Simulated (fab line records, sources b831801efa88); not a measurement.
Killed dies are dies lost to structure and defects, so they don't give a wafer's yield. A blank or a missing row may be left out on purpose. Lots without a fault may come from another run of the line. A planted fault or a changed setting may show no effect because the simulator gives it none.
fab line records | flow sky130 | part 2 of 2: steps 27 to 41 of 41
record lots=5 wafers=15 last_day=49
route steps=708 shown FIELD_ISO@7 NWELL@32 DNWELL@35 PWDE@45
lots that met no fault: from a run of the same line without faults
start_h: hours from the record's first day to the start of the lot's first wafer shown | wait_h: hours since the lot's step before | " the same as in the row above | L1.1+2: a row that stands for several wafers | - no value, or no start given | * or withheld: withheld | < > ~ a bound
route shown NAME@n: a module of which the file shows steps, and the number in the route of the first | usual: mean/standard deviation of fault-free wafers | same: alike in all rows | chamber/n: place in a boat | sites: the reading at each site | _std_site: their standard deviation | _edge_site: outer sites' mean less inner sites' | radius_mm: how far each site lies from the wafer's centre | mask NAME#n: copy n | behind: the tool/chamber that last shaped the wafer | hold: why the lot was held/for how many hours/how that ended | device: the transistor (n, p or np) that didn't switch | end of line: the same wafers' tests at the end of the route | a step without rows: its recipe alone | killed: dies lost to structure and defects at the first sort, not the wafer's yield | map: a wafer's dies, x killed, . not, _ none there
set.NAME: the setting as run; set.NAME@STEP: as run at that earlier step | model.NAME: the simulator's own value behind a step, which no gauge read
lots at some steps of the route; a table a step, a row a wafer
services: from which hour (start_h, from the record's first day; less than 0 if before it) a tool's chamber was out of use, for how many hours, and why
## steps
# step SKY_NWELL_OXIDATION_01
# recipe temp_c=900 ambient=O2 stabilise_s=600 purge_s=300 target_thk_a=100 ox_time_s=1418
# usual spike_tc_bottom_C=920/4.1
# same ox_time_s=1418
# columns lot.wafer tool chamber start_h wait_h spike_tc_bottom_C
L074.4 furnace-01 0 35.09 1.3 917
L074.5 " 0 " " 916
L074.6 " 0 " " 916
L076.1 furnace-02 0 49.11 0.1 924
L076.4 " 0 " " 923
L076.6 " 0 " " 924
L078.1 furnace-02 0 55.05 0.1 923
L078.3 " 0 " " 924
L078.5 " 0 " " 926
L088.1 furnace-02 0 108.62 1.2 924
L088.2 " 0 " " 924
L088.3 " 0 " " 924
L093.3 furnace-02 0 140.12 3.3 924
L093.5 " 0 " " 925
L093.6 " 0 " " 924
# step SKY_NWELL_THK_MEAS_02
# recipe reads=SiO2_of_NWELL_OXIDATION_01
# usual NWELL_OXIDATION_THK=10.11/0.21
# columns lot.wafer tool chamber start_h wait_h NWELL_OXIDATION_THK[nm]
L074.4 film_metro-01 - 36.51 0.0 10.03
L074.5 " - " " 10.03
L074.6 " - " " 9.96
L076.1 film_metro-02 - 50.50 0.0 10.37
L076.4 " - " " 10.32
L076.6 " - " " 10.27
L078.1 film_metro-03 - 56.44 0.0 10.08
L078.3 " - " " 10.17
L078.5 " - " " 10.09
L088.1 film_metro-03 - 110.01 0.0 9.89
L088.2 " - " " 10.08
L088.3 " - " " 9.84
L093.3 film_metro-03 - 141.53 0.0 9.79
L093.5 " - " " 9.79
L093.6 " - " " 9.75
# step SKY_DNWELL_DEHYDRATE_00
# recipe temp_c=200 time_s=60
# columns lot.wafer tool chamber start_h wait_h
L074.4+5+6 litho_track-02 0 42.72 6.2
L076.1+4+6 litho_track-01 0 57.31 6.8
L078.1+3+5 litho_track-01 0 63.86 7.4
L088.1+2+3 litho_track-02 0 118.59 8.6
L093.3+5+6 litho_track-01 0 150.36 8.8
# step SKY_DNWELL_HMDS_01
# recipe prime_time_s=60 prime_temp_c=120
# columns lot.wafer tool chamber start_h wait_h
L074.4+5+6 litho_track-02 0 42.87 0.1
L076.1+4+6 litho_track-01 0 57.46 0.1
L078.1+3+5 litho_track-01 0 64.01 0.1
L088.1+2+3 litho_track-02 0 118.74 0.1
L093.3+5+6 litho_track-01 0 150.51 0.1
# step SKY_DNWELL_COAT_02
# recipe spin_rpm=2000 resist_thk_nm=3000
# columns lot.wafer tool chamber start_h wait_h
L074.4+5+6 litho_track-02 0 43.02 0.1
L076.1+4+6 litho_track-01 0 57.61 0.1
L078.1+3+5 litho_track-01 0 64.16 0.1
L088.1+2+3 litho_track-02 0 118.89 0.1
L093.3+5+6 litho_track-01 0 150.66 0.1
# step SKY_DNWELL_SOFTBAKE_03
# recipe temp_c=110 time_s=withheld
# columns lot.wafer tool chamber start_h wait_h
L074.4+5+6 litho_track-02 0 43.19 0.1
L076.1+4+6 litho_track-01 0 57.76 0.1
L078.1+3+5 litho_track-01 0 64.31 0.1
L088.1+2+3 litho_track-02 0 119.04 0.1
L093.3+5+6 litho_track-01 0 150.82 0.1
# step SKY_DNWELL_EXPOSE_04
# recipe mask_id=DNM na=0.57 target_cd_nm=3000 dose_mj=222
# columns lot.wafer tool chamber start_h wait_h mask
L074.4+5+6 iline_stepper-02 0 - - DNM#0
L076.1+4+6 iline_stepper-01 0 - - DNM#0
L078.1+3+5 iline_stepper-01 0 - - DNM#0
L088.1+2+3 iline_stepper-02 0 - - DNM#0
L093.3+5+6 iline_stepper-02 0 - - DNM#0
# step SKY_DNWELL_PEB_05
# recipe temp_c=115 time_s=withheld
# columns lot.wafer tool chamber start_h wait_h
L074.4+5+6 litho_track-01 0 - -
L076.1+4+6 litho_track-01 0 - -
L078.1+3+5 litho_track-02 0 - -
L088.1+2+3 litho_track-03 0 - -
L093.3+5+6 litho_track-03 0 - -
# step SKY_DNWELL_DEVELOP_06
# recipe wall_angle_deg=90 developer=TMAH develop_time_s=60 dev_temp_c=23
# columns lot.wafer tool chamber start_h wait_h
L074.4+5+6 litho_track-01 0 - -
L076.1+4+6 litho_track-01 0 - -
L078.1+3+5 litho_track-02 0 - -
L088.1+2+3 litho_track-03 0 - -
L093.3+5+6 litho_track-03 0 - -
# step SKY_DNWELL_IMPLANT_07
# recipe species=P energy_kev=withheld dose_cm2=withheld tilt_deg=withheld
# usual end_station_pressure_torr=5.01e-06/2.9e-07
# columns lot.wafer tool chamber start_h wait_h end_station_pressure_torr
L074.4 implanter-03 0 51.03 - 4.93e-06
L074.5 " 0 " " 5e-06
L074.6 " 0 " " 5.09e-06
L076.1 implanter-03 0 65.81 - 5.13e-06
L076.4 " 0 " " 5.3e-06
L076.6 " 0 " " 5.82e-06
L078.1 implanter-01 0 71.99 - 4.73e-06
L078.3 " 0 " " 5.67e-06
L078.5 " 0 " " 4.56e-06
L088.1 implanter-01 0 128.48 - 4.62e-06
L088.2 " 0 " " 4.47e-06
L088.3 " 0 " " 5.05e-06
L093.3 implanter-03 0 160.43 - 4.85e-06
L093.5 " 0 " " 5.44e-06
L093.6 " 0 " " 5.08e-06
# step SKY_DNWELL_STRIP_08
# recipe chemistry=O2/N2 power_w=1400 pressure_mtorr=1500 platen_temp_c=withheld o2_flow_sccm=3000 n2_flow_sccm=300 overash_fraction=0.5
# usual drypump_motor_current_A=5.8/0.61 oes_product_au=0.722/0.0042 strip_time_to_endpoint_s=36.92/0.093
# columns lot.wafer tool chamber start_h wait_h drypump_motor_current_A oes_product_au rf_hours_counter_h strip_time_to_endpoint_s
L074.4 plasma_asher-04 0 51.14 0.1 6.1 0.727 - 36.96
L074.5 " 1 " " 5.2 0.710 - 36.92
L074.6 " 0 " " 6.1 0.723 - 37.03
L076.1 plasma_asher-04 0 65.96 0.1 6.2 0.720 26 36.95
L076.4 " 0 " " 6.1 0.722 - 36.88
L076.6 " 1 " " 5.1 0.717 - 36.88
L078.1 plasma_asher-03 1 72.14 0.1 6.6 0.719 39 36.92
L078.3 " 0 " " 5.2 0.725 - 37.03
L078.5 " 1 " " 6.5 0.720 - 36.94
L088.1 plasma_asher-04 0 128.63 0.1 6.2 0.721 34 36.89
L088.2 " 1 " " 5.2 0.727 34 36.90
L088.3 " 0 " " 6.2 0.719 - 36.87
L093.3 plasma_asher-01 1 160.56 0.1 6.6 0.736 - 36.97
L093.5 " 1 " " 6.6 0.712 - 36.94
L093.6 " 0 " " 5.3 0.721 - 36.93
# step SKY_DNWELL_TW_MEAS_09
# usual DNWELL_TW=1103/14
# columns lot.wafer tool chamber start_h wait_h DNWELL_TW
L074.4 film_metro-03 - 51.24 0.1 1081
L074.5 " - " " 1086
L074.6 " - " " 1087
L076.1 film_metro-02 - 66.06 0.1 1110
L076.4 " - " " 1111
L076.6 " - " " 1103
L078.1 film_metro-03 - 72.24 0.1 1086
L078.3 " - " " 1081
L078.5 " - " " 1089
L088.1 film_metro-03 - 128.73 0.1 1096
L088.2 " - " " 1099
L088.3 " - " " 1097
L093.3 film_metro-03 - 160.65 0.1 1074
L093.5 " - " " 1076
L093.6 " - " " 1084
# step SKY_PWDE_DEHYDRATE_00
# recipe temp_c=200 time_s=60
# columns lot.wafer tool chamber start_h wait_h
L074.4+5+6 litho_track-03 0 58.11 6.9
L076.1+4+6 litho_track-04 0 72.76 6.7
L078.1+3+5 litho_track-04 0 79.91 7.7
L088.1+2+3 litho_track-04 0 137.06 8.3
L093.3+5+6 litho_track-04 0 170.36 9.7
# step SKY_PWDE_HMDS_01
# recipe prime_time_s=60 prime_temp_c=120
# columns lot.wafer tool chamber start_h wait_h
L074.4+5+6 litho_track-03 0 58.26 0.1
L076.1+4+6 litho_track-04 0 72.91 0.1
L078.1+3+5 litho_track-04 0 80.06 0.1
L088.1+2+3 litho_track-04 0 137.21 0.1
L093.3+5+6 litho_track-04 0 170.51 0.1
# step SKY_PWDE_COAT_02
# recipe spin_rpm=2000 resist_thk_nm=3000
# columns lot.wafer tool chamber start_h wait_h
L074.4+5+6 litho_track-03 0 58.41 0.1
L076.1+4+6 litho_track-04 0 73.06 0.1
L078.1+3+5 litho_track-04 0 80.21 0.1
L088.1+2+3 litho_track-04 0 137.36 0.1
L093.3+5+6 litho_track-04 0 170.66 0.1
## services
# columns tool chamber start_h hours kind
implanter-03 - -2.73 2.7 repair
hdpcvd-01 0 -0.51 5.4 repair
plasma_asher-03 - 7.64 18.8 pm
furnace-01 - 37.98 3.3 pm
cmp-01 - 56.50 2.5 repair
wet_bench-01 - 61.40 2.4 repair
cmp-01 - 64.00 4.0 pm
plasma_asher-03 - 73.07 3.5 repair
rie_diel-04 1 74.81 16.6 repair
rie_diel-04 2 78.87 5.4 repair
cmp-01 - 84.48 2.3 repair
furnace-02 - 85.72 3.9 pm
plasma_asher-03 - 89.89 2.8 pm
plasma_asher-03 - 108.75 9.0 pm
wet_bench-02 - 110.44 4.4 pm
furnace-01 - 126.63 13.4 pm
cmp-01 - 143.27 7.9 pm
rie_si-02 3 144.88 2.1 repair
rie_diel-04 2 148.00 7.7 repair
plasma_asher-03 - 155.63 0.4 repair
rie_si-02 1 155.97 12.0 repair
rie_si-02 3 161.15 10.5 repair
cmp-01 - 163.24 0.6 repair
cmp-01 - 167.95 1.0 repair
